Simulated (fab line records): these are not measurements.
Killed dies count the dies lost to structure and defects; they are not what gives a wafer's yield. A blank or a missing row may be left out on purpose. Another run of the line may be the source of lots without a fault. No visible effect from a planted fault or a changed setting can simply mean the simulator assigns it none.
A struck lot beside a sound one	flow sky130	35 out of 708 route steps
Sound: the wafers L759.2, L759.3, L759.5. Wafers L778.2, L778.4, L778.6 were the ones struck. The cause is given at the end.
At each step with rows: each side's tool, then ch and its chambers, then its first start. Under that, the readings that differ: sound wafers	struck wafers	difference of the means	sigmas: that difference in standard deviations of wafers without a fault.
alike: same words and numbers on both sides, and readings whose means sit less than 2 such deviations apart. not compared: any withheld reading, any reading some wafer has no value for, any bound like >300 that may hide the same value, and any number with overlapping values for which the record gives no deviation.
The two part at a step that has a row with sigmas, a row that says differs or no value, or rows on one side only. Numbers that have no deviation but don't overlap get no sigmas and don't part them. A reading that every wafer of one side lacks parts them only if that side has two wafers or more.

SKY_SD_P_CD_MEAS_07: the cd target is 380 nm.
  sound: cd sem-01 at day 25 22:25; struck: cd sem-01 at day 32 09:24
  alike: cd nm
SKY_SD_P_OVL_MEAS_08:
  sound: overlay-01 at day 25 22:31; struck: overlay-01 at day 32 09:31
  alike: SD_P_OVL
next, for these wafers, 1 step has no rows: SKY_SD_P_IMPLANT_09.
SKY_SD_P_STRIP_10: strips in O2/N2.
  sound on plasma asher-01 ch 1, day 25 22:41; struck on plasma asher-04 ch 0,1, day 32 09:41
reading	sound	struck	difference	sigmas
drypump motor current A (A)	5.49 5.51 5.47	6.25 6.11 6.10	+0.66	+2
  alike: o2 flow sccm, oes product au, strip time to endpoint s
  not compared: rf hours counter h
SKY_SD_P_TW_MEAS_11:
  sound: film metro-01 at day 25 22:48; struck: film metro-01 at day 32 09:48
  alike: SD_P_TW
then, 7 steps without rows for these wafers: SKY_RES_XHIGH_DEHYDRATE_00 (time 60 s); SKY_RES_XHIGH_HMDS_01 (prime time 60 s); SKY_RES_XHIGH_COAT_02 (resist thk 1140 nm); SKY_RES_XHIGH_SOFTBAKE_03 (time 60 s); SKY_RES_XHIGH_EXPOSE_04 (exposes mask URPM, target cd 1270 nm); SKY_RES_XHIGH_PEB_05; SKY_RES_XHIGH_DEVELOP_06 (develop time 60 s).
SKY_RES_XHIGH_IMPLANT_07:
  sound on implanter-01 ch 0, day 27 03:50; struck on implanter-01 ch 0, day 33 12:25
reading	sound	struck	difference	sigmas
beam on s (s)	40.8 39.5 39.3	36.9 37.3 36.0	-3.1	-4
dose ions cm2	3.597e+14 3.609e+14 3.601e+14	3.296e+14 3.295e+14 3.296e+14	-3.067e+13	-83
SKY_RES_XHIGH_STRIP_08: strips in O2/N2.
  sound on plasma asher-01 ch 0,1, day 27 03:57; struck on plasma asher-04 ch 0,1, day 33 12:32
reading	sound	struck	difference	sigmas
strip time to endpoint s (s)	14.30 14.26 14.24	14.16 14.20 14.17	-0.09	-2
  alike: drypump motor current A, o2 flow sccm, oes product au
  not compared: rf hours counter h
SKY_RES_XHIGH_TW_MEAS_09:
  sound: film metro-01 at day 27 04:04; struck: film metro-01 at day 33 12:39
reading	sound	struck	difference	sigmas
RES_XHIGH_TW	1635 1633 1632	1598 1593 1590	-40	-4
then, 7 steps without rows for these wafers: SKY_SD_N_DEHYDRATE_00 (time 60 s); SKY_SD_N_HMDS_01 (prime time 60 s); SKY_SD_N_COAT_02 (resist thk 1140 nm); SKY_SD_N_SOFTBAKE_03 (time 60 s); SKY_SD_N_EXPOSE_04 (exposes mask NSDM, target cd 380 nm); SKY_SD_N_PEB_05; SKY_SD_N_DEVELOP_06 (develop time 60 s).
SKY_SD_N_CD_MEAS_07: the cd target is 380 nm.
  sound: cd sem-01 at day 28 08:49; struck: cd sem-02 at day 34 14:48
  alike: cd nm
SKY_SD_N_OVL_MEAS_08:
  sound: overlay-02 at day 28 08:55; struck: overlay-02 at day 34 14:55
  alike: SD_N_OVL
then, 2 steps without rows for these wafers: SKY_SD_N_IMPLANT_09; SKY_SD_N_IMPLANT_10.
SKY_SD_N_STRIP_11: strips in O2/N2.
  sound on plasma asher-02 ch 0, day 28 09:15; struck on plasma asher-02 ch 0,1, day 34 15:14
reading	sound	struck	difference	sigmas
strip time to endpoint s (s)	22.53 22.60 22.57	22.47 22.50 22.47	-0.09	-2
  alike: drypump motor current A, o2 flow sccm, oes product au
  not compared: rf hours counter h
SKY_SD_N_TW_MEAS_12:
  sound: film metro-02 at day 28 09:22; struck: film metro-02 at day 34 15:21
  alike: SD_N_TW
then, 1 step without rows for these wafers: SKY_SD_N_CLEAN_13 (cleans in SC1/SC2, time 150 s).
SKY_SD_N_RTA_14: time 2 s.
  sound on rtp anneal-02 ch 0, day 28 09:28; struck on rtp anneal-01 ch 0, day 34 15:30
  alike: lamp power pct, wafer_temp_C_max
SKY_SD_N_RS_MEAS_16: a four-point-probe measurement.
  sound: film metro-01 at day 28 09:39; struck: film metro-03 at day 34 15:41
  alike: SD_N_RS
SKY_SD_N_RS_MEAS_17: a four-point-probe measurement.
  sound: film metro-01 at day 28 09:46; struck: film metro-03 at day 34 15:49
  alike: SD_P_RS
SKY_SD_N_RS_MEAS_18: a four-point-probe measurement.
  sound: film metro-01 at day 28 09:53; struck: film metro-03 at day 34 15:56
reading	sound	struck	difference	sigmas
RES_XHIGH_RS (ohm/sq)	331.9 332.3 333.5	354.6 358.3 354.4	+23.2	+19
then, 1 step without rows for these wafers: SKY_SALICIDE_CLEAN_00 (cleans in HF-last, time 30 s).
-- the record jumps here: 16 days lie between the struck wafers' starts before and after (it left off in module SALICIDE and takes up again in module PAD_OPEN, whose first step shown is number 708 of the route) --
SKY_PAD_OPEN_PROBE_99:
  sound: prober-01 at day 46 02:57; struck: prober-02 at day 50 10:46
reading	sound	struck	difference	sigmas
model.etest.res xhigh po.line ohm um	5945 5833 5911	6864 6863 6838	+959	
model.etest.res xhigh po.rs ohm sq	2106 2065 2035	2362 2386 2353	+298	
  alike: killed_at_M0_to_M3, killed_at_M4_up, killed at contacts, killed at front end, killed at other, killed dies, killed open, killed short

WHERE THEY PART
Last at SKY_SD_N_RS_MEAS_18 as far as this record goes, first at SKY_SD_P_STRIP_10. Later steps at which nothing parts them and some readings are alike: SKY_PAD_OPEN_PROBE_99.

WHY: what the simulator had put in
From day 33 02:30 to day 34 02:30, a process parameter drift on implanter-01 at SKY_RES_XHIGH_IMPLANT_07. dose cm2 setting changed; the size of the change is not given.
